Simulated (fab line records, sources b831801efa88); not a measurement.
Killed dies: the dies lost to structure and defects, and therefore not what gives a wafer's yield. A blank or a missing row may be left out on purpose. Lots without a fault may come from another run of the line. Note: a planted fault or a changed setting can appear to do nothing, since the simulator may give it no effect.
One fault seen from 2 desks | flow gf180mcu | numbers are kept per desk, each desk with only its own; the story behind them comes last

== THE METROLOGY DESK ==
Means of the sampled wafers that have a number, per lot and without regard to the tool the lot ran on: this is what the gauges read. Marked OUT: a lot whose mean sits more than 4 standard deviations from the usual mean, which makes it out of limits; the brackets give that distance.
Columns: A = cd-nm at GF_V4_CD_MEAS_14, usual 260.0 nm
lot  | first seen here | A
L832 | day 24 13:32    | 261.3
L834 | day 25 02:21    | 256.9
L835 | day 25 11:30    | 259.1
L836 | day 25 21:50    | 261.0
L837 | day 26 07:10    | 261.5
L841 | day 27 10:06    | 259.7
L843 | day 28 00:57    | 259.5
L848 | day 29 18:21    | 259.4
L850 | day 30 02:19    | 259.1
L851 | day 30 10:40    | 259.7
L853 | day 30 20:38    | 260.0
L854 | day 31 04:43    | 260.9
L855 | day 31 07:26    | 260.9
This desk found nothing out of limits on any of the 13 lots.

== DESK OF THE TOOL OWNER: pecvd-01 ==
The tool's own readings at GF_V4_CVD_02 (deposits SiO2 from TEOS, target thk 850 nm, time 94.851 s): means of the sampled wafers that have a number, for each lot that ran on this tool. Marked OUT: a lot whose mean sits more than 4 standard deviations from the usual mean, which makes it out of limits; the brackets give that distance.
Columns: A = heater-power-w at GF_V4_CVD_02, usual 659 W
lot  | first seen here | A
L834 | day 24 03:51    | 610
L836 | day 25 00:30    | 645
L837 | day 25 09:42    | 736
L841 | day 26 13:14    | 657
L850 | day 29 06:44    | 602
L854 | day 30 10:30    | 677
L855 | day 30 12:52    | 682
This desk found nothing out of limits on any of the 7 lots.

== PUT TOGETHER ==
Metrology desk: nothing out of limits seen.
The tool owner's desk saw nothing out of limits.

== WHAT THE SIMULATOR HAD INSERTED ==
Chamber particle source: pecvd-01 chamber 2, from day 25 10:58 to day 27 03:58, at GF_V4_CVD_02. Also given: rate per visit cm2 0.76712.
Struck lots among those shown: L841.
